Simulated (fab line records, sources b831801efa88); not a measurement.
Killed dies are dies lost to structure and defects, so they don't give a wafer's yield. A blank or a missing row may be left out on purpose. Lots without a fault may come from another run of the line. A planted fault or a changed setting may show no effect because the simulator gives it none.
Which tool did it? | flow sky130 | 11 lots, 33 wafers sampled, at 5 steps of a route of 708

WHAT THE GAUGES READ, wafer by wafer
SKY_NWELL_THK_MEAS_02. Usual: NWELL_OXIDATION_THK 9.97 nm, standard deviation 0.18.
lot  | measured    | on            | NWELL_OXIDATION_THK (nm) | flag
L770 | day 2 22:28 | film_metro-02 | 9.73 9.76 9.93           |
L772 | day 3 05:38 | film_metro-04 | 9.94 9.97 9.98           |
L773 | day 3 07:32 | film_metro-02 | 9.74 9.61 9.65           |
L774 | day 3 12:40 | film_metro-02 | 13.41 13.60 13.41        | OFF
L775 | day 3 20:03 | film_metro-02 | 13.90 13.74 13.66        | OFF
L785 | day 5 17:23 | film_metro-02 | 9.81 9.79 9.83           |
L788 | day 6 10:58 | film_metro-04 | 9.75 9.92 10.09          |
L789 | day 6 15:00 | film_metro-04 | 10.21 10.14 10.04        |
L790 | day 6 22:13 | film_metro-01 | 9.93 10.00 10.10         |
L792 | day 7 11:56 | film_metro-01 | 9.88 10.06 9.71          |
L793 | day 7 16:02 | film_metro-04 | 10.10 10.10 10.02        |

SKY_CONTACT_THK_MEAS_03. Usual: CONTACT_HDPCVD_THK 565 nm, standard deviation 7.
lot  | measured     | on            | CONTACT_HDPCVD_THK (nm) | flag
L770 | day 31 19:37 | film_metro-01 | 568 566 573             |
L772 | day 32 06:20 | film_metro-02 | 548 550 552             |
L773 | day 32 09:01 | film_metro-01 | 567 562 555             |
L774 | day 32 17:18 | film_metro-02 | 569 571 565             |
L775 | day 33 02:32 | film_metro-03 | 568 565 578             |
L785 | day 35 23:08 | film_metro-01 | 569 580 575             |
L788 | day 36 20:59 | film_metro-01 | 564 562 576             |
L789 | day 37 04:44 | film_metro-01 | 558 566 566             |
L790 | day 37 10:31 | film_metro-03 | 555 559 559             |
L792 | day 38 04:28 | film_metro-02 | 570 563 560             |
L793 | day 38 08:43 | film_metro-01 | 564 573 564             |

SKY_CONTACT_BOW_MEAS_05. Usual: CONTACT_BOW 83 um, standard deviation 6.6.
lot  | measured     | on            | CONTACT_BOW (um) | flag
L770 | day 31 19:58 | film_metro-03 | 92 84 92         |
L772 | day 32 06:42 | film_metro-03 | 81 93 87         |
L773 | day 32 09:23 | film_metro-03 | 76 72 83         |
L774 | day 32 17:40 | film_metro-01 | 85 70 77         |
L775 | day 33 02:55 | film_metro-03 | 93 88 83         |
L785 | day 35 23:31 | film_metro-02 | 80 93 87         |
L788 | day 36 21:25 | film_metro-01 | 95 84 92         |
L789 | day 37 05:25 | film_metro-01 | 85 77 83         |
L790 | day 37 11:07 | film_metro-02 | 86 81 76         |
L792 | day 38 04:50 | film_metro-01 | 95 84 85         |
L793 | day 38 09:06 | film_metro-01 | 79 96 72         |

WHICH TOOL RAN EACH LOT (tool, then ch and the chambers of the sampled wafers, then the start)
lot  | SKY_NWELL_OXIDATION_01       | SKY_DNWELL_STRIP_08
L770 | furnace-01 ch 0, day 2 21:04 | plasma_asher-04 ch 0,1, day 3 14:17
L772 | furnace-01 ch 0, day 3 04:14 | plasma_asher-02 ch 0,1, day 3 22:05
L773 | furnace-02 ch 0, day 3 06:08 | plasma_asher-04 ch 0,1, day 4 00:29
L774 | furnace-01 ch 0, day 3 11:16 | plasma_asher-02 ch 0, day 4 05:26
L775 | furnace-01 ch 0, day 3 18:38 | plasma_asher-04 ch 0,1, day 4 13:07
L785 | furnace-02 ch 0, day 5 15:58 | plasma_asher-02 ch 0,1, day 6 13:06
L788 | furnace-01 ch 0, day 6 09:35 | plasma_asher-02 ch 1, day 7 07:18
L789 | furnace-02 ch 0, day 6 13:36 | plasma_asher-02 ch 0,1, day 7 10:12
L790 | furnace-01 ch 0, day 6 20:49 | plasma_asher-02 ch 0, day 7 17:48
L792 | furnace-02 ch 0, day 7 10:32 | plasma_asher-02 ch 0,1, day 8 08:21
L793 | furnace-02 ch 0, day 7 14:37 | plasma_asher-04 ch 0,1, day 8 12:10
- SKY_NWELL_OXIDATION_01: stabilise 600 s, purge 300 s, target thk 10 nm.
- SKY_DNWELL_STRIP_08: strips in O2/N2.

WHAT THE TOOLS THEMSELVES READ (means of the sampled wafers that have a number; where no wafer has one, the mark that the record gives instead)
SKY_NWELL_OXIDATION_01. Usual: spike_tc_bottom_C 921.5 C, standard deviation 1.3; spike_tc_centre_C 899.4 C, standard deviation 1; spike_tc_lower_C 899.5 C, standard deviation 1.2; spike_tc_top_C 906.6 C, standard deviation 2.3; spike_tc_upper_C 899.9 C, standard deviation 0.92; tube_center_temp_C 900 C, standard deviation 0.083; tube_center_temp_C_max 902.3, standard deviation 0.38; zone_power_bottom_pct 27.1 %, standard deviation 0.36; zone_power_centre_pct 17.54 %, standard deviation 0.22; zone_power_lower_pct 17.7 %, standard deviation 2.
lot  | tool       | spike_tc_bottom_C (C) | spike_tc_centre_C (C) | spike_tc_lower_C (C) | spike_tc_top_C (C) | spike_tc_upper_C (C) | tube_center_temp_C (C) | tube_center_temp_C_max | zone_power_bottom_pct (%) | zone_power_centre_pct (%) | zone_power_lower_pct (%) | flag
L770 | furnace-01 | 921.6                 | 898.9                 | 899.3                | 904.6              | 900.1                | 900                    | 902.3                  | 27.0                      | 17.60                     | 15.9                     |
L772 | furnace-01 | 922.9                 | 899.2                 | 899.5                | 903.8              | 898.9                | 900                    | 902.2                  | 26.8                      | 17.72                     | 15.9                     |
L773 | furnace-02 | 921.1                 | 900.7                 | 898.9                | 909.3              | 899.5                | 900                    | 902.6                  | 27.2                      | 17.52                     | 19.8                     |
L774 | furnace-01 | 951.0                 | 931.1                 | 930.4                | 935.0              | 930.2                | 930                    | 932.6                  | 28.8                      | 19.02                     | 17.1                     | OFF
L775 | furnace-01 | 953.2                 | 929.2                 | 930.9                | 934.1              | 929.5                | 930                    | 932.7                  | 29.0                      | 19.17                     | 17.1                     | OFF
L785 | furnace-02 | 921.3                 | 900.2                 | 898.4                | 908.7              | 900.5                | 900                    | 902.2                  | 27.4                      | 17.45                     | 19.9                     |
L788 | furnace-01 | 922.6                 | 899.5                 | 899.5                | 903.8              | 899.3                | 900                    | 902.3                  | 26.5                      | 17.47                     | 15.9                     |
L789 | furnace-02 | 920.3                 | 898.7                 | 898.4                | 909.3              | 899.8                | 900                    | 902.0                  | 27.2                      | 17.47                     | 19.9                     |
L790 | furnace-01 | 922.2                 | 899.6                 | 900.1                | 905.5              | 899.8                | 900                    | 902.6                  | 26.8                      | 17.57                     | 15.8                     |
L792 | furnace-02 | 919.5                 | 898.5                 | 898.2                | 909.3              | 899.9                | 900                    | 902.7                  | 27.4                      | 17.49                     | 19.9                     |
L793 | furnace-02 | 921.4                 | 899.5                 | 899.7                | 908.4              | 899.6                | 900                    | 902.1                  | 27.1                      | 17.31                     | 20.1                     |

SKY_DNWELL_STRIP_08. Usual: drypump_motor_current_A 5.9 A, standard deviation 0.3; n2_flow_sccm 300.1 sccm, standard deviation 0.86; oes_product_au 0.723 a.u., standard deviation 0.0048; strip_time_to_endpoint_s 36.91 s, standard deviation 0.1.
lot  | tool            | drypump_motor_current_A (A) | n2_flow_sccm (sccm) | oes_product_au (a.u.) | strip_time_to_endpoint_s (s) | flag
L770 | plasma_asher-04 | 6.0                         | 300.3               | 0.723                 | 37.02                        |
L772 | plasma_asher-02 | 6.1                         | 300.2               | 0.723                 | 37.06                        |
L773 | plasma_asher-04 | 5.9                         | 300.7               | 0.719                 | 37.05                        |
L774 | plasma_asher-02 | 5.7                         | 300.1               | 0.724                 | 37.07                        |
L775 | plasma_asher-04 | 5.9                         | 300.0               | 0.722                 | 36.77                        |
L785 | plasma_asher-02 | 6.1                         | 299.7               | 0.720                 | 36.86                        |
L788 | plasma_asher-02 | 6.3                         | 300.9               | 0.723                 | 36.83                        |
L789 | plasma_asher-02 | 6.1                         | 300.7               | 0.721                 | 36.96                        |
L790 | plasma_asher-02 | 5.7                         | 300.3               | 0.724                 | 36.74                        |
L792 | plasma_asher-02 | 5.9                         | 299.4               | 0.728                 | 37.00                        |
L793 | plasma_asher-04 | 6.0                         | 299.5               | 0.724                 | 36.91                        |

THE ANSWER, worked out from the rows above alone
Rule: a lot is off if the mean of its wafers that have a number lies more than 3 standard deviations from the usual mean. A lot without any number at a reading at which 4 lots or more have one is off too. The other lots that the step has rows for count as sound. The gauges are gone through in route order, then the tools' own readings, and for those a lot's mean is taken as printed above. The first step at which some lot is off is used, and at that step the reading that is off furthest; a lot without a number counts as furthest.
Off: L774, L775, at SKY_NWELL_THK_MEAS_02 (NWELL_OXIDATION_THK).
A tool fits if, at a process step before that reading, it ran every lot that is off, and no sound lot after the first of them. The gauges at SKY_NWELL_THK_MEAS_02 aren't tried: what is off there is off at SKY_NWELL_OXIDATION_01 too, on other tools, and a gauge's error can't cause that. None of those tried fits.

WHAT THE SIMULATOR HAD PUT IN
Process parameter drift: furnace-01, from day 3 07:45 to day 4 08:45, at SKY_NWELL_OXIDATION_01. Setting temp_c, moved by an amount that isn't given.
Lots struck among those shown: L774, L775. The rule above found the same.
